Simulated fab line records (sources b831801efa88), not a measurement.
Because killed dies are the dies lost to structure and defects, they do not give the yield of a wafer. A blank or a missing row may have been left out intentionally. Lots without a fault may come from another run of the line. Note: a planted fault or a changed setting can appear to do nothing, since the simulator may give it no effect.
Which tool was responsible? || flow gf180mcu || 6 lots with 18 wafers sampled at 2 steps, on a route of 602 steps

## WHAT EACH GAUGE READ, for each wafer
GF_V4_THK_MEAS_03.
{"lot": "L294", "measured": "day 25 12:28", "on": "film_metro-03", "V4_CVD_02_THK (nm)": "844 856 858"}
{"lot": "L298", "measured": "day 26 22:38", "on": "film_metro-03", "V4_CVD_02_THK (nm)": "852 865 869"}
{"lot": "L301", "measured": "day 27 16:32", "on": "film_metro-02", "V4_CVD_02_THK (nm)": "839 834 854"}
{"lot": "L303", "measured": "day 28 09:32", "on": "film_metro-03", "V4_CVD_02_THK (nm)": "845 865 850"}
{"lot": "L305", "measured": "day 28 21:52", "on": "film_metro-02", "V4_CVD_02_THK (nm)": "827 848 847"}
{"lot": "L308", "measured": "day 30 00:57", "on": "film_metro-02", "V4_CVD_02_THK (nm)": "847 862 849"}

## EACH LOT AND THE TOOL THAT RAN IT (in order: tool; ch and the chambers of the sampled wafers; start)
{"lot": "L294", "GF_M3_SPUTTER_04": "pvd_sputter-01, day 22 13:19"}
{"lot": "L298", "GF_M3_SPUTTER_04": "pvd_sputter-03, day 24 03:57"}
{"lot": "L301", "GF_M3_SPUTTER_04": "pvd_sputter-03, day 24 22:11"}
{"lot": "L303", "GF_M3_SPUTTER_04": "pvd_sputter-03, day 25 16:40"}
{"lot": "L305", "GF_M3_SPUTTER_04": "pvd_sputter-03, day 26 05:32"}
{"lot": "L308", "GF_M3_SPUTTER_04": "pvd_sputter-01, day 27 07:53"}
- GF_M3_SPUTTER_04: material TiN, target thk 50 nm, time 41.7 s.

## THE ANSWER, worked out from the rows above alone
Rule: the lots themselves supply what counts as usual. Put in order of their means at a reading, lots are off if they are a third of the lots or fewer, leave a main group of 4 or more, and stand apart from it by a gap of 3 or more times the standard deviation of the main group's means; of several such gaps the widest counts. The tables above print the reading to a certain number of digits; a main group whose means all agree to those digits is not used. Also off: a lot with no number at a reading for which 4 or more lots have one. All remaining lots with rows at the step are treated as sound.
Nothing can be told from this: no lot is off at any reading shown.

## WHAT THE SIMULATOR PUT IN
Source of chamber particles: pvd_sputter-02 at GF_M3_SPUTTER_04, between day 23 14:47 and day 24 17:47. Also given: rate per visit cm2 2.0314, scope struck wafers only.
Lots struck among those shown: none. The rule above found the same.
